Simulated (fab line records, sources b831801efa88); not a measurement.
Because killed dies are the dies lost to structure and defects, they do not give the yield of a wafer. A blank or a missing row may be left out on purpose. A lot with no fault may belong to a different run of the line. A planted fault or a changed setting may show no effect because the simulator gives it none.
Chamber matching | flow sky130 | SKY_LI_CONTACT_CMP_02 on cmp-02 has 4 sister chambers
The step polishes PSG. 14 wafers are shown with their chamber, then 7 later ones without.

## WAFERS PAIRED WITH THEIR CHAMBERS
wafer  | chamber | motorCurrentA (A) | timeToEndpointS (s)
L336.1 | 0       | 14.7              | 28
L336.4 | 3       | 11.3              | 26
L336.6 | 0       | 14.3              | 25
L337.3 | 1       | 12.1              | 28
L337.4 | 2       | 11.8              | 31
L337.5 | 0       | 14.4              | 27
L341.2 | 1       | 12.5              | 33
L341.5 | 1       | 12.4              | 34
L341.6 | 2       | 11.2              | 33
L356.2 | 3       | 12.2              | 32
L356.4 | 0       | 14.0              | 30
L356.6 | 1       | 12.0              | 31
L357.1 | 1       | 12.5              | 32
L357.2 | 2       | 12.1              | 35

SIGNATURES (averages over the wafers above)
reading         | chamber 0 | chamber 1 | chamber 2 | chamber 3 | scatter within a chamber
motorCurrentA   | 14.350    | 12.300    | 11.700    | 11.750    | 0.36
timeToEndpointS | 27.50     | 31.60     | 33.00     | 29.00     | 2.45
Rule: distance of a wafer from a chamber = root of the sum over the readings of ((wafer's reading minus chamber's mean) / reading's scatter) squared. The wafer belongs to the nearest chamber; if the next one is less than 2 further off, it can't be placed. The scatter: the root of (the sum of the squares of (reading less its chamber's mean) over the shown wafers, divided by (wafers less chambers)).

## WAFERS MISSING THEIR CHAMBER
wafer  | motorCurrentA (A) | timeToEndpointS (s)
L357.5 | 14.5              | 30
L358.1 | 11.7              | 35
L358.5 | 12.5              | 36
L358.6 | 15.5              | 27
L359.4 | 11.8              | 27
L359.5 | 12.5              | 34
L359.6 | 14.0              | 28

## EACH ONE'S CHAMBER
wafer  | from the rows above          | in truth
L357.5 | 0                            | 0
L358.1 | can't be placed: 2 or 1 or 3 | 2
L358.5 | can't be placed: 1 or 2 or 3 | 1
L358.6 | 0                            | 0
L359.4 | can't be placed: 3 or 1 or 2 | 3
L359.5 | can't be placed: 1 or 2 or 3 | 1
L359.6 | 0                            | 0
Correctly placed: 3 of 7. Can't be placed from these rows: 4 (the true chamber is among the candidates in 4). 0 placed wrongly.
